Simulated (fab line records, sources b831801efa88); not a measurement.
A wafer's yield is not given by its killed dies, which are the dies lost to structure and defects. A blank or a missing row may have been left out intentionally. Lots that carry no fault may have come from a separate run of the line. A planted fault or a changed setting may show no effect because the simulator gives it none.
fab line records	flow sky130
record lots=6	wafers=17	last_day=50
route steps=708 shown METAL1@446 VIA1@458 PAD_OPEN@708
lots that met no fault: from a run of the same line without faults
start_h: hours from the record's first day to the start of the lot's first wafer shown	wait_h: how many hours have passed since the lot's step before this one	" the same as in the row above	L1.1+2: a single row standing in for several wafers	- value missing, or start not given	* or withheld: withheld	< > ~ a bound
route shown NAME@n: a module of which the file shows steps, and the number in the route of the first	usual: average and standard deviation across the fault-free wafers	same: alike in all rows	chamber/n: place in a boat	sites: the reading at each site	_std_site: the values' standard deviation	_edge_site: inner sites' mean taken away from outer sites' mean	radius_mm: how far each site lies from the wafer's centre	mask NAME#n: copy n	behind: the last tool/chamber to shape the wafer	hold: the reason the lot was held/the length of the hold in hours/how it ended	device: transistor that didn't switch, given as n, p or np	end of line: tests run on the same wafers once the route is complete	a step given without rows: its recipe and nothing more	killed: not the wafer's yield, but the dies lost to structure and defects at the first sort	map: a wafer's dies, marking killed ones x, the rest . and places with no die _
set.NAME: the setting as run; set.NAME@STEP: as run at that earlier step	model.NAME: the simulator's own value behind a step, which no gauge read
a table for each step, a row for each wafer; lots at some steps of the route
services: when a tool's chamber went out of use (start_h, in hours from the record's first day, below 0 if earlier), for how many hours, and the reason
## steps
# step SKY_METAL1_EXPOSE_12
# recipe mask_id=MM1	na=0.8	source_shape=annular	sigma_inner=0.55	sigma_outer=0.85	target_cd_nm=140	dose_mj=28
# step SKY_METAL1_PEB_13
# recipe peb_temp_c=withheld	peb_time_s=withheld	resist=KrF-thick
# step SKY_METAL1_DEVELOP_14
# recipe develop_time_s=60	resist=KrF-thick	dev_temp_c=21
# step SKY_METAL1_CD_MEAS_15
# recipe target_cd_nm=140
# usual cd_nm=139.8/1.6
lot.wafer	tool	chamber	start_h	wait_h	cd_nm
L947.1	cd_sem-01	-	771.95	-	138.5
L947.4	"	-	"	"	138.4
L947.6	"	-	"	"	138.3
L948.1	cd_sem-01	-	774.91	-	140.1
L948.2	"	-	"	"	140.8
L948.4	"	-	"	"	140.4
L958.2	cd_sem-01	-	860.93	-	143.5
L958.3	"	-	"	"	141.5
L958.6	"	-	"	"	142.5
L959.1	cd_sem-02	-	870.01	-	135.9
L959.4	"	-	"	"	137.4
L966.1	cd_sem-01	-	917.47	-	137.5
L966.3	"	-	"	"	139.0
L966.5	"	-	"	"	138.7
L967.2	cd_sem-01	-	939.98	-	140.2
L967.4	"	-	"	"	139.5
L967.5	"	-	"	"	140.9
# step SKY_METAL1_OVL_MEAS_16
# usual METAL1_OVL=4/5.2
lot.wafer	tool	chamber	start_h	wait_h	METAL1_OVL[nm]
L947.1	overlay-01	-	772.07	0.1	5
L947.4	"	-	"	"	19
L947.6	"	-	"	"	19
L948.1	overlay-01	-	775.03	0.1	5
L948.2	"	-	"	"	-1
L948.4	"	-	"	"	2
L958.2	overlay-01	-	861.03	0.1	-3
L958.3	"	-	"	"	7
L958.6	"	-	"	"	0
L959.1	overlay-02	-	870.13	0.1	4
L959.4	"	-	"	"	13
L966.1	overlay-01	-	917.59	0.1	-11
L966.3	"	-	"	"	-3
L966.5	"	-	"	"	-8
L967.2	overlay-01	-	940.09	0.1	6
L967.4	"	-	"	"	3
L967.5	"	-	"	"	11
# step SKY_METAL1_DESCUM_17
# recipe chemistry=O2	source_power_w=150	bias_power_w=0	pressure_mtorr=10	temp_c=40	time_s=8
# usual chamber_pressure_mTorr=10.001/0.009	drypump_motor_current_A=5.61/0.19	oes_product_au=1.003/0.0087
lot.wafer	tool	chamber	start_h	wait_h	chamber_pressure_mTorr	drypump_motor_current_A	oes_product_au	rf_hours_counter_h
L947.1	rie_metal-04	0	772.11	0.0	9.999	5.91	0.997	4
L947.4	"	1	"	"	9.989	5.25	0.985	-
L947.6	"	0	"	"	9.997	5.86	0.995	-
L948.1	rie_metal-03	0	775.07	0.0	10.011	5.62	1.014	12
L948.2	"	1	"	"	10.000	5.64	1.002	12
L948.4	"	1	"	"	10.000	5.62	1.011	-
L958.2	rie_metal-01	0	861.06	0.0	10.007	5.65	1.004	10
L958.3	"	1	"	"	10.009	5.69	1.000	-
L958.6	"	0	"	"	9.989	5.65	1.008	-
L959.1	rie_metal-01	0	870.17	0.0	9.992	5.64	1.007	11
L959.4	"	0	"	"	9.985	5.65	1.004	-
L966.1	rie_metal-03	1	917.63	0.0	9.999	5.63	1.004	1
L966.3	"	1	"	"	10.005	5.61	0.990	-
L966.5	"	0	"	"	9.988	5.60	0.990	-
L967.2	rie_metal-03	0	940.12	0.0	10.008	5.61	1.007	1
L967.4	"	0	"	"	9.997	5.62	1.005	-
L967.5	"	0	"	"	9.992	5.61	1.012	-
# step SKY_METAL1_ETCH_18
# recipe chemistry=N2/H2	target=BARC	ion_energy_ev=200	bias_w=100	pressure_mtorr=30	n2_flow_sccm=100	h2_flow_sccm=200	icp_w=500	stop_on=SiO2	time_s=45.9	target_depth_a=600
# usual chamber_pressure_mTorr=30.001/0.026	drypump_motor_current_A=5.61/0.19	oes_product_au=0.855/0.0042	throttle_valve_pct=13.225/0.0095
lot.wafer	tool	chamber	start_h	wait_h	chamber_pressure_mTorr	drypump_motor_current_A	oes_product_au	rf_hours_counter_h	throttle_valve_pct
L947.1	rie_metal-04	0	772.14	0.0	29.971	5.85	0.852	4	13.225
L947.4	"	1	"	"	29.996	5.23	0.857	-	13.235
L947.6	"	0	"	"	29.993	5.88	0.854	-	13.224
L948.1	rie_metal-03	0	775.10	0.0	29.985	5.64	0.856	12	13.236
L948.2	"	1	"	"	30.023	5.64	0.847	12	13.225
L948.4	"	1	"	"	29.961	5.62	0.849	-	13.233
L958.2	rie_metal-01	0	861.10	0.0	30.011	5.65	0.861	10	13.230
L958.3	"	1	"	"	30.009	5.67	0.851	-	13.228
L958.6	"	0	"	"	29.956	5.65	0.852	-	13.229
L959.1	rie_metal-01	0	870.20	0.0	29.981	5.64	0.856	11	13.221
L959.4	"	0	"	"	29.991	5.64	0.861	-	13.227
L966.1	rie_metal-03	1	917.66	0.0	29.983	5.59	0.855	1	13.231
L966.3	"	1	"	"	30.011	5.60	0.854	-	13.217
L966.5	"	0	"	"	30.058	5.62	0.850	-	13.220
L967.2	rie_metal-03	0	940.15	0.0	30.029	5.63	0.850	1	13.233
L967.4	"	0	"	"	30.026	5.61	0.857	-	13.216
L967.5	"	0	"	"	29.982	5.61	0.854	-	13.219
# step SKY_METAL1_METAL_ETCH_19
# recipe target_depth_a=3600	stop_on=SiO2	over_etch_frac=0.3	time_s=78	chemistry=Cl2/BCl3	resist_sidewall_deg=88	pressure_mtorr=10	icp_w=900	bias_w=48.5	Cl2_flow_sccm=60	bcl3_flow_sccm=30
# usual chamber_pressure_mTorr=10.000/0.0098	drypump_motor_current_A=5.60/0.19	oes_product_au=0.852/0.0054	throttle_valve_pct=22.264/0.0089
lot.wafer	tool	chamber	start_h	wait_h	chamber_pressure_mTorr	drypump_motor_current_A	oes_product_au	rf_hours_counter_h	throttle_valve_pct
L947.1	rie_metal-04	0	772.20	0.0	9.994	5.85	0.849	4	22.288
L947.4	"	1	"	"	10.006	5.27	0.857	-	22.258
L947.6	"	0	"	"	9.998	5.83	0.862	-	22.261
L948.1	rie_metal-03	0	775.16	0.0	10.003	5.61	0.856	12	22.256
L948.2	"	1	"	"	10.000	5.63	0.859	12	22.262
L948.4	"	1	"	"	9.996	5.64	0.862	-	22.268
L958.2	rie_metal-01	0	861.16	0.0	10.001	5.66	0.848	10	22.273
L958.3	"	1	"	"	10.001	5.66	0.861	-	22.258
L958.6	"	0	"	"	9.994	5.64	0.850	-	22.266
L959.1	rie_metal-01	0	870.26	0.0	9.988	5.63	0.852	11	22.254
L959.4	"	0	"	"	10.006	5.63	0.857	-	22.257
L966.1	rie_metal-03	1	917.72	0.0	10.004	5.62	0.852	2	22.252
L966.3	"	1	"	"	9.993	5.64	0.849	-	22.279
L966.5	"	0	"	"	10.003	5.61	0.845	-	22.263
L967.2	rie_metal-03	0	940.21	0.0	9.992	5.61	0.858	1	22.267
L967.4	"	0	"	"	9.994	5.61	0.857	-	22.280
L967.5	"	0	"	"	9.990	5.62	0.852	-	22.274
# step SKY_METAL1_STRIP_20
# recipe chemistry=O2/N2	power_w=1400	pressure_mtorr=1500	platen_temp_c=withheld	o2_flow_sccm=3000	n2_flow_sccm=300	overash_fraction=0.5
# usual chamber_pressure_mTorr=1500.0/1.3	drypump_motor_current_A=5.3/0.4	oes_product_au=0.342/0.0049	strip_time_to_endpoint_s=2.68/0.036
lot.wafer	tool	chamber	start_h	wait_h	chamber_pressure_mTorr	drypump_motor_current_A	oes_product_au	rf_hours_counter_h	strip_time_to_endpoint_s
L947.1	plasma_asher-01	0	772.29	0.1	1500.0	5.1	0.335	3	2.68
L947.4	"	1	"	"	1503.4	5.4	0.340	-	2.77
L947.6	"	1	"	"	1499.1	5.4	0.347	-	2.73
L948.1	plasma_asher-03	1	775.25	0.1	1501.7	4.8	0.340	61	2.66
L948.2	"	0	"	"	1500.5	5.3	0.340	61	2.71
L948.4	"	0	"	"	1499.0	5.3	0.339	-	2.72
L958.2	plasma_asher-03	1	861.25	0.1	1500.1	4.8	0.334	70	2.65
L958.3	"	0	"	"	1499.6	5.3	0.342	-	2.63
L958.6	"	0	"	"	1499.9	5.3	0.339	-	2.66
L959.1	plasma_asher-01	1	870.35	0.1	1501.3	5.4	0.345	13	2.65
L959.4	"	0	"	"	1500.2	5.1	0.341	-	2.65
L966.1	plasma_asher-01	0	917.81	0.1	1499.0	5.1	0.341	18	2.71
L966.3	"	1	"	"	1496.9	5.5	0.351	-	2.74
L966.5	"	1	"	"	1499.7	5.5	0.349	-	2.70
L967.2	plasma_asher-03	1	940.30	0.1	1498.9	4.8	0.342	78	2.69
L967.4	"	0	"	"	1500.5	5.3	0.337	-	2.70
L967.5	"	0	"	"	1501.0	5.3	0.334	-	2.66
# step SKY_METAL1_STRIP_21
# recipe chemistry=post_etch_residue_remover	time_s=1200	temp_c=72.5
# step SKY_METAL1_CLEAN_22
# recipe chemistry=IPA	time_s=180	temp_c=25
# step SKY_METAL1_CLEAN_23
# recipe chemistry=O3/DIW	dry=n2_spin
# step SKY_VIA1_HDPCVD_00
# recipe material=SiO2	target_thk_nm=1030	sigma_open_frac=0.3	time_s=171.7	temp_c=400	sih4_flow_sccm=60	pressure_mtorr=6
# usual run_length_s=199.6/0.54
lot.wafer	tool	chamber	start_h	wait_h	run_length_s	model.SiO2_of_VIA1_HDPCVD_00.thk_nm
L947.1	hdpcvd-01	2	772.89	0.0	199.3	1039
L947.4	"	2	"	"	199.2	1051
L947.6	"	0	"	"	199.4	1037
L948.1	hdpcvd-02	0	775.89	0.0	198.7	1025
L948.2	"	1	"	"	200.2	1034
L948.4	"	1	"	"	199.4	1031
L958.2	hdpcvd-01	2	862.19	0.0	189.8	978.1
L958.3	"	0	"	"	199.6	1021
L958.6	"	0	"	"	199.5	1017
L959.1	hdpcvd-01	1	871.29	0.0	189.6	977.4
L959.4	"	1	"	"	200.0	1039
L966.1	hdpcvd-02	0	918.43	0.0	198.9	1021
L966.3	"	1	"	"	199.7	1029
L966.5	"	0	"	"	199.0	1034
L967.2	hdpcvd-02	0	940.90	0.0	198.7	1028
L967.4	"	1	"	"	199.4	1021
L967.5	"	2	"	"	200.1	1037
# step SKY_VIA1_THK_MEAS_01
# recipe reads=SiO2_of_VIA1_HDPCVD_00
# usual VIA1_HDPCVD_THK=1034/10
lot.wafer	tool	chamber	start_h	wait_h	VIA1_HDPCVD_THK[nm]
L947.1	film_metro-01	-	773.05	0.1	1040
L947.4	"	-	"	"	1051
L947.6	"	-	"	"	1037
L948.1	film_metro-02	-	776.00	0.1	1024
L948.2	"	-	"	"	1034
L948.4	"	-	"	"	1031
L958.2	film_metro-01	-	862.31	0.1	978
L958.3	"	-	"	"	1021
L958.6	"	-	"	"	1017
L959.1	film_metro-01	-	871.46	0.1	978
L959.4	"	-	"	"	1040
L966.1	film_metro-02	-	918.55	0.1	1022
L966.3	"	-	"	"	1029
L966.5	"	-	"	"	1035
L967.2	film_metro-01	-	941.02	0.1	1027
L967.4	"	-	"	"	1021
L967.5	"	-	"	"	1037
# step SKY_VIA1_CMP_02
# recipe material=SiO2	down_force_psi=4	platen_rpm=60	pad_velocity_m_s=0.94248
# usual motor_current_A=12.2/0.92	retaining_ring_pressure_frac=1.000/0.0049
lot.wafer	tool	chamber	start_h	wait_h	motor_current_A	retaining_ring_pressure_frac
L947.4	cmp-02	3	773.16	0.1	11.1	0.988
L947.1	"	1	"	"	14.8	0.999
L947.6	"	2	"	"	11.4	0.995
L948.4	cmp-02	3	776.30	0.3	11.3	0.996
L948.1	"	0	"	"	12.7	0.998
L948.2	"	1	"	"	14.7	0.993
L958.2	cmp-01	1	862.36	0.0	12.2	1.008
L958.3	"	0	"	"	11.8	1.001
L958.6	"	1	"	"	12.2	1.008
L959.4	cmp-02	1	871.52	0.0	14.4	1.006
L959.1	"	3	"	"	11.3	0.995
L966.3	cmp-02	3	918.61	0.0	11.4	1.003
L966.1	"	1	"	"	14.7	0.992
L966.5	"	3	"	"	10.7	1.003
L967.4	cmp-01	1	941.28	0.2	12.1	1.004
L967.2	"	3	"	"	12.1	1.002
L967.5	"	1	"	"	12.0	1.000
# step SKY_PAD_OPEN_PROBE_99
# usual defect_limited_yield=82.4/2	killed_at_M0_to_M3=44/6.5	killed_at_M4_up=3.3/1.7	killed_at_contacts=25/5.3	killed_at_front_end=15/5	killed_at_other=0.2/0.47	killed_dies=87/9.9	killed_open=47/8	killed_short=39/6.1	sort_bin_3_pad_short=0.9/0.43	sort_bin_5_function=10.4/1.5	sort_bin_6_memory=6.2/1.2	sort_n_pass=405/9.9	sort_yield_pct=82.4/2
# same gross_dies=492	killed_at_back_side=0	sort_bin_4_leakage[%]=0	sort_bin_8_speed[%]=0
lot.wafer	tool	chamber	start_h	wait_h	defect_limited_yield[%]	killed_at_M0_to_M3	killed_at_M4_up	killed_at_contacts	killed_at_front_end	killed_at_other	killed_dies	killed_open	killed_short	sort_bin_3_pad_short[%]	sort_bin_5_function[%]	sort_bin_6_memory[%]	sort_n_pass	sort_yield_pct[%]
L959.1	prober-02	-	1154.23	0.1	82.9	41	2	28	13	0	84	34	50	1.0	9.1	6.9	408	82.9
L959.4	prober-02	-	1154.38	0.2	80.3	49	4	24	20	0	97	54	43	1.6	11.4	6.7	395	80.3
L966.1	prober-01	-	1188.82	0.1	82.7	45	2	20	18	0	85	49	36	0.8	8.9	7.5	407	82.7
L966.3	prober-01	-	1188.92	0.2	86.2	34	3	16	13	2	68	38	30	0.6	7.5	5.7	424	86.2
L966.5	prober-01	-	1189.02	0.2	82.7	37	2	31	14	1	85	47	38	0.4	11.2	5.7	407	82.7
# killed by level:class
L959.1 METAL1:geometric_particle:short=12 LI_CONTACT:geometric_particle:open=10 CONTACT:geometric_particle:open=9 VIA1:geometric_particle:open=7 FIELD_ISO:geometric_particle:short=5 POLY_GATE:geometric_particle:short=5 CONTACT:geometric_particle:short=5 VIA1:geometric_particle:short=5
L959.4 VIA1:geometric_particle:open=10 CONTACT:geometric_particle:open=9 VIA3:geometric_particle:open=9 VIA1:geometric_particle:short=8 METAL2:geometric_particle:short=6 FIELD_ISO:geometric_particle:open=5 LOCAL_INTERCONNECT:geometric_particle:short=5 FIELD_ISO:geometric_particle:short=4
L966.1 VIA1:geometric_particle:open=10 CONTACT:geometric_particle:open=7 VIA2:geometric_particle:open=7 VIA3:geometric_particle:open=6 FIELD_ISO:geometric_particle:short=5 LI_CONTACT:geometric_particle:open=5 METAL1:geometric_particle:short=5 VIA2:geometric_particle:short=5
L966.3 VIA1:geometric_particle:open=9 CONTACT:geometric_particle:open=6 VIA3:geometric_particle:open=6 FIELD_ISO:geometric_particle:open=5 VIA2:geometric_particle:open=4 METAL3:geometric_particle:short=4 FIELD_ISO:geometric_particle:short=3 POLY_GATE:geometric_particle:short=3
L966.5 CONTACT:geometric_particle:open=14 VIA1:geometric_particle:open=8 METAL2:geometric_particle:short=6 LI_CONTACT:geometric_particle:open=5 VIA3:geometric_particle:open=5 METAL3:geometric_particle:short=5 VIA2:geometric_particle:open=5 FIELD_ISO:geometric_particle:open=4
## services
tool	chamber	start_h	hours	kind
cmp-01	-	762.99	31.6	pm
hdpcvd-01	1	764.83	16.7	repair
hdpcvd-02	0	779.83	58.9	repair
rie_metal-01	-	793.67	14.6	pm
cmp-02	-	794.59	6.5	pm
cmp-01	-	797.93	1.4	repair
cmp-01	-	803.40	0.2	repair
hdpcvd-01	-	805.18	0.7	repair
hdpcvd-02	1	806.67	4.2	repair
hdpcvd-02	-	810.89	2.8	pm
rie_metal-03	1	813.24	9.5	repair
rie_metal-04	-	827.30	1.4	pm
cmp-01	-	827.74	20.7	repair
hdpcvd-02	-	837.77	0.8	pm
hdpcvd-02	2	846.16	8.6	repair
rie_metal-03	1	868.59	-	clean
rie_metal-03	1	868.59	16.0	scheduled_down
rie_metal-03	1	868.59	16.0	vent_cycle
hdpcvd-01	2	870.17	2.7	repair
cmp-01	-	900.88	0.4	repair
cmp-02	-	909.04	2.0	repair
cmp-01	-	912.00	4.0	pm
cmp-01	-	936.08	2.0	repair
cmp-02	-	936.36	2.5	repair
## key
first_sign step=SKY_VIA1_HDPCVD_00	reading=run_length_s	direction=down	sigmas=18	usual=*	struck=*
effect step=SKY_VIA1_THK_MEAS_01	reading=VIA1_HDPCVD_THK	direction=down	sigmas=5.5	usual=1034	struck=978
model_effect step=SKY_VIA1_HDPCVD_00	value=SiO2_of_VIA1_HDPCVD_00.thk_nm	without=1037	struck=977.8
met_at SKY_VIA1_HDPCVD_00
struck_wafers L958.2,L959.1
onset_between 772.89 862.19
fault kind=process_parameter_drift	tool=hdpcvd-01	chamber=-	onset_h=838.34	steps=SKY_VIA1_HDPCVD_00	channel=time_s	offset=*	shape=step	end_h=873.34	scope=struck_wafers_only	acts_in=*	stated=*
